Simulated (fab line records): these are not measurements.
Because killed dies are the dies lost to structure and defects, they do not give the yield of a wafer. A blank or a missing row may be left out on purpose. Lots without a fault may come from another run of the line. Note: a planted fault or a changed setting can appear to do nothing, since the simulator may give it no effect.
8D (eight disciplines) problem report, filled in by code + flow gf180mcu + the parts of the form that need people (team, actions taken, sign-off) are left out

1. THE PROBLEM
NSD_TW at GF_NSD_TW_MEAS_12 reads a mean of 30 on 9 wafers of 3 lots; wafers without a fault read 4234 with a standard deviation of 42. That is -99 or more standard deviations from the usual mean.
The first sign was on wafer L797.1 at day 17 18:05, on film metro-03. At this step, 45 wafers from 15 lots have a number in the record. Rule for "out" (also "out of limits"): further than 4 standard deviations from the usual mean. All remaining wafers that have a number are taken as sound.

2. WHAT IT IS; WHAT IT IS NOT
| question                    | is                                          | is not                                                                                 |
|-----------------------------|---------------------------------------------|----------------------------------------------------------------------------------------|
| which readings at this step | NSD_TW                                      | -                                                                                      |
| which lots                  | L797, L799, L800                            | L786, L787, L788, L789, L790, L791, L793, L795, L798, L805, L806, L808                 |
| which wafers of those lots  | all that have a number                      | -                                                                                      |
| read on which gauges        | film metro-02, film metro-03, film metro-04 | -                                                                                      |
| when                        | from day 17 18:05                           | up to then (24 sound wafers); but 12 sound wafers of L798, L805, L806, L808 came after |

3. WHAT RULES OUT EACH SUSPECT
Counting: a tool stays on the suspect list if, at a process step up to the reading, it processed all lots that are out and no sound lot following the first of them.
- ruled out: the gauge at GF_NSD_TW_MEAS_12. The wafers that are out were read on 3 gauges (film metro-02, film metro-03, film metro-04).
- litho track-03 at GF_NSD_DEVELOP_06 (develop time 60 s): kept. It ran every lot that is out, first L797 (day 17 17:23), and no sound lot after that; its last sound lot up to then is L793 (day 16 04:08).
The count leaves litho track-03 at GF_NSD_DEVELOP_06.

4. THE CAUSE (what the simulator had put in)
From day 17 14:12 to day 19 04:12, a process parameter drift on litho track-03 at GF_NSD_DEVELOP_06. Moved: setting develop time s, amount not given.
Counting left only this tool.

5. SEQUENCE OF EFFECTS, ordered by route
Rows list readings where the struck wafers' mean (over those with a number) sits beyond 3 standard deviations from the usual. Only readings whose record carries a usual standard deviation are examined. hours: median over the lots of the time between each lot's start at the first step of this table that gives one and its start at this step. sigmas: the change, counted in usual standard deviations.
| hours | step              | reading | usual | on struck wafers | change | sigmas      |
|-------|-------------------|---------|-------|------------------|--------|-------------|
| 0     | GF_NSD_TW_MEAS_12 | NSD_TW  | 4234  | 30               | -4204  | -99 or more |
Readings that are blank on the struck wafers while sound wafers have them: cd nm at GF_NSD_CD_MEAS_07; NSD_OVL at GF_NSD_OVL_MEAS_08.

6. WHAT WOULD HAVE CAUGHT IT SOONER
Counted from the fault's start at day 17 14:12, it took 4 hours until the first out-of-limits reading at a measuring or inspecting step in this record, taken at day 17 18:05.
Between GF_NSD_DEVELOP_06 and GF_NSD_TW_MEAS_12, GF_NSD_CD_MEAS_07 gave no cd nm and GF_NSD_OVL_MEAS_08 gave no NSD_OVL on the struck wafers, where sound wafers have one: a measuring or inspecting step that comes back empty is itself a sign.
An alarm limit of 4 standard deviations would not have fired on the tool readings at GF_NSD_DEVELOP_06 for which the record gives a usual standard deviation, since none of them was out on any struck wafer.
Of the lots that are out (3), L799, L800 began GF_NSD_DEVELOP_06 on litho track-03 after day 17 18:05. A hold on the tool at that time would have spared those 2.
